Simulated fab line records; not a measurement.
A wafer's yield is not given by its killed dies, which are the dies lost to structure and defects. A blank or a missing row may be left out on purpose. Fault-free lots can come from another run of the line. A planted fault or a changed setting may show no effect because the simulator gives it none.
Shared-tool check || flow sky130 || 39 wafers sampled across 13 lots

== WHAT PROMPTED THE OPENING ==
3 of 13 lots carry a flag on the reading VT_ADJUST_LVTN_2_TW at SKY_VT_ADJUST_LVTN_TW_MEAS_21. Wafers without a fault read 190, standard deviation 3.7.
Rule: flag the lot when none of its wafers has a number, or when each of its wafers that has one lies beyond 4 standard deviations from that mean. The other lots count as sound.

{"lot": "L108", "measured": "day 7 12:05", "on": "film metro-04", "VT_ADJUST_LVTN_2_TW, wafer by wafer": "225 226 224", "flag": "FLAGGED"}
{"lot": "L109", "measured": "day 7 17:21", "on": "film metro-01", "VT_ADJUST_LVTN_2_TW, wafer by wafer": "189 187 188", "flag": ""}
{"lot": "L115", "measured": "day 9 19:49", "on": "film metro-04", "VT_ADJUST_LVTN_2_TW, wafer by wafer": "225 226 224", "flag": "FLAGGED"}
{"lot": "L117", "measured": "day 10 13:38", "on": "film metro-01", "VT_ADJUST_LVTN_2_TW, wafer by wafer": "225 226 227", "flag": "FLAGGED"}
{"lot": "L119", "measured": "day 11 03:21", "on": "film metro-02", "VT_ADJUST_LVTN_2_TW, wafer by wafer": "192 193 193", "flag": ""}
{"lot": "L121", "measured": "day 11 21:19", "on": "film metro-04", "VT_ADJUST_LVTN_2_TW, wafer by wafer": "186 185 186", "flag": ""}
{"lot": "L122", "measured": "day 12 02:22", "on": "film metro-02", "VT_ADJUST_LVTN_2_TW, wafer by wafer": "192 193 194", "flag": ""}
{"lot": "L124", "measured": "day 12 06:44", "on": "film metro-02", "VT_ADJUST_LVTN_2_TW, wafer by wafer": "193 193 193", "flag": ""}
{"lot": "L123", "measured": "day 12 08:22", "on": "film metro-01", "VT_ADJUST_LVTN_2_TW, wafer by wafer": "186 187 185", "flag": ""}
{"lot": "L127", "measured": "day 13 04:52", "on": "film metro-02", "VT_ADJUST_LVTN_2_TW, wafer by wafer": "192 193 193", "flag": ""}
{"lot": "L129", "measured": "day 13 13:02", "on": "film metro-02", "VT_ADJUST_LVTN_2_TW, wafer by wafer": "193 193 194", "flag": ""}
{"lot": "L130", "measured": "day 13 21:37", "on": "film metro-02", "VT_ADJUST_LVTN_2_TW, wafer by wafer": "194 193 192", "flag": ""}
{"lot": "L131", "measured": "day 14 05:46", "on": "film metro-01", "VT_ADJUST_LVTN_2_TW, wafer by wafer": "186 186 187", "flag": ""}
The numbers of the flagged lots are 225 on average: +35 against the usual, or +10 standard deviations.

== LOT BY LOT: THE TOOL USED ==
The record keeps 1 process step preceding the reading, out of 708 steps on the route. Cell contents, in order: the tool; ch with the chambers the sampled wafers went through; the start.
{"lot": "L108", "flag": "FLAGGED", "SKY_VT_ADJUST_LVTN_IMPLANT_19": "implanter-03 ch 0, day 7 11:31"}
{"lot": "L109", "flag": "", "SKY_VT_ADJUST_LVTN_IMPLANT_19": "implanter-01 ch 0, day 7 17:06"}
{"lot": "L115", "flag": "FLAGGED", "SKY_VT_ADJUST_LVTN_IMPLANT_19": "implanter-02 ch 0, day 9 19:16"}
{"lot": "L117", "flag": "FLAGGED", "SKY_VT_ADJUST_LVTN_IMPLANT_19": "implanter-01 ch 0, day 10 13:05 and implanter-02 ch 0, day 10 13:23"}
{"lot": "L119", "flag": "", "SKY_VT_ADJUST_LVTN_IMPLANT_19": "implanter-01 ch 0, day 11 03:02"}
{"lot": "L121", "flag": "", "SKY_VT_ADJUST_LVTN_IMPLANT_19": "implanter-01 ch 0, day 11 21:05"}
{"lot": "L122", "flag": "", "SKY_VT_ADJUST_LVTN_IMPLANT_19": "implanter-01 ch 0, day 12 02:08"}
{"lot": "L124", "flag": "", "SKY_VT_ADJUST_LVTN_IMPLANT_19": "implanter-02 ch 0, day 12 06:29"}
{"lot": "L123", "flag": "", "SKY_VT_ADJUST_LVTN_IMPLANT_19": "implanter-02 ch 0, day 12 08:07"}
{"lot": "L127", "flag": "", "SKY_VT_ADJUST_LVTN_IMPLANT_19": "implanter-02 ch 0, day 13 04:39"}
{"lot": "L129", "flag": "", "SKY_VT_ADJUST_LVTN_IMPLANT_19": "implanter-01 ch 0, day 13 12:47"}
{"lot": "L130", "flag": "", "SKY_VT_ADJUST_LVTN_IMPLANT_19": "implanter-03 ch 0, day 13 21:22"}
{"lot": "L131", "flag": "", "SKY_VT_ADJUST_LVTN_IMPLANT_19": "implanter-03 ch 0, day 14 05:31"}
What is done by these steps:
- SKY_VT_ADJUST_LVTN_IMPLANT_19
- SKY_VT_ADJUST_LVTN_TW_MEAS_21

== FLAGGED OVER TOTAL, TOOL BY TOOL (the gauges that took the reading come last) ==
{"step": "SKY_VT_ADJUST_LVTN_IMPLANT_19", "tool": "implanter-01", "lots run": 6, "flagged": 1, "share of the flagged lots": "some", "sound lots run after its first flagged lot": "4 (L119,L121,L122,L129)"}
{"step": "SKY_VT_ADJUST_LVTN_IMPLANT_19", "tool": "implanter-02", "lots run": 5, "flagged": 2, "share of the flagged lots": "some", "sound lots run after its first flagged lot": "3 (L124,L123,L127)"}
{"step": "SKY_VT_ADJUST_LVTN_IMPLANT_19", "tool": "implanter-03", "lots run": 3, "flagged": 1, "share of the flagged lots": "some", "sound lots run after its first flagged lot": "2 (L130,L131)"}
{"step": "SKY_VT_ADJUST_LVTN_TW_MEAS_21", "tool": "film metro-01", "lots run": 4, "flagged": 1, "share of the flagged lots": "some", "sound lots run after its first flagged lot": "2 (L123,L131)"}
{"step": "SKY_VT_ADJUST_LVTN_TW_MEAS_21", "tool": "film metro-02", "lots run": 6, "flagged": 0, "share of the flagged lots": "none", "sound lots run after its first flagged lot": "-"}
{"step": "SKY_VT_ADJUST_LVTN_TW_MEAS_21", "tool": "film metro-04", "lots run": 3, "flagged": 2, "share of the flagged lots": "some", "sound lots run after its first flagged lot": "1 (L121)"}

== WHAT IS ALLOWED BY THE TABLE ==
No row of the table ran every flagged lot.

== WHAT HAD BEEN PUT IN BY THE SIMULATOR ==
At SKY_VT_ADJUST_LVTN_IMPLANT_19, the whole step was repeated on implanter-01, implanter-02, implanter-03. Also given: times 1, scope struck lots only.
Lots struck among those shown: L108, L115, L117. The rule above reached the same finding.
